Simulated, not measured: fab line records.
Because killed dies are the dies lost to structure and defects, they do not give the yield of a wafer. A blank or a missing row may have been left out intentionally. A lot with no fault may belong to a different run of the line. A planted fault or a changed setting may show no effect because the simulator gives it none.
Matching of chambers / flow gf180mcu / GF_SAB_ETCH_11 on rie-diel-01 has 4 sister chambers
The step etches SiO2 in C4F8/O2/Ar, target depth 55 nm, time 8.5 s. 8 wafers are shown with their chamber, then 6 later ones without.

== WAFERS PAIRED WITH THEIR CHAMBERS ==
wafer=L630.1; chamber=0; rf-fwd-power-W (W)=1480; oes-product-au (a.u.)=0.999
wafer=L630.6; chamber=3; rf-fwd-power-W (W)=1478; oes-product-au (a.u.)=1.016
wafer=L634.1; chamber=1; rf-fwd-power-W (W)=1476; oes-product-au (a.u.)=1.013
wafer=L634.2; chamber=2; rf-fwd-power-W (W)=1454; oes-product-au (a.u.)=0.991
wafer=L634.4; chamber=3; rf-fwd-power-W (W)=1488; oes-product-au (a.u.)=1.013
wafer=L636.1; chamber=0; rf-fwd-power-W (W)=1478; oes-product-au (a.u.)=1.012
wafer=L636.4; chamber=1; rf-fwd-power-W (W)=1471; oes-product-au (a.u.)=1.003
wafer=L636.6; chamber=2; rf-fwd-power-W (W)=1459; oes-product-au (a.u.)=1.002

== WAFERS WHOSE CHAMBER IS MISSING ==
wafer=L637.2; rf-fwd-power-W (W)=1485; oes-product-au (a.u.)=0.999
wafer=L637.4; rf-fwd-power-W (W)=1483; oes-product-au (a.u.)=1.012
wafer=L637.6; rf-fwd-power-W (W)=1480; oes-product-au (a.u.)=1.002
wafer=L638.2; rf-fwd-power-W (W)=1475; oes-product-au (a.u.)=1.003
wafer=L638.3; rf-fwd-power-W (W)=1484; oes-product-au (a.u.)=0.996
wafer=L638.5; rf-fwd-power-W (W)=1460; oes-product-au (a.u.)=0.993

== WHICH CHAMBER EACH ONE RAN IN ==
wafer=L637.2; from the rows above=can't be placed: 0 or 3 or 1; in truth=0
wafer=L637.4; from the rows above=can't be placed: 3 or 0 or 1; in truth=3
wafer=L637.6; from the rows above=can't be placed: 0 or 1 or 3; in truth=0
wafer=L638.2; from the rows above=can't be placed: 1 or 0 or 3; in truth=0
wafer=L638.3; from the rows above=can't be placed: 0 or 3 or 1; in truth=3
wafer=L638.5; from the rows above=2; in truth=2
Placed correctly: 1 of 6. These rows do not allow placing 5 (true chamber among the candidates in 5). Wrongly placed: 0.
How it was worked out, from the rows above alone: a wafer's distance from a chamber is the root of the sum, over the readings, of the square of ((its reading less the chamber's mean) divided by the reading's scatter). If the next closest chamber is less than 2 further off than the closest, the wafer can't be placed; otherwise it belongs to the closest. Each chamber's mean is taken over the wafers shown for it. How the scatter is found: for the shown wafers, subtract from each reading the mean of its chamber, square and add these, divide the total by (wafers less chambers), then take the root.
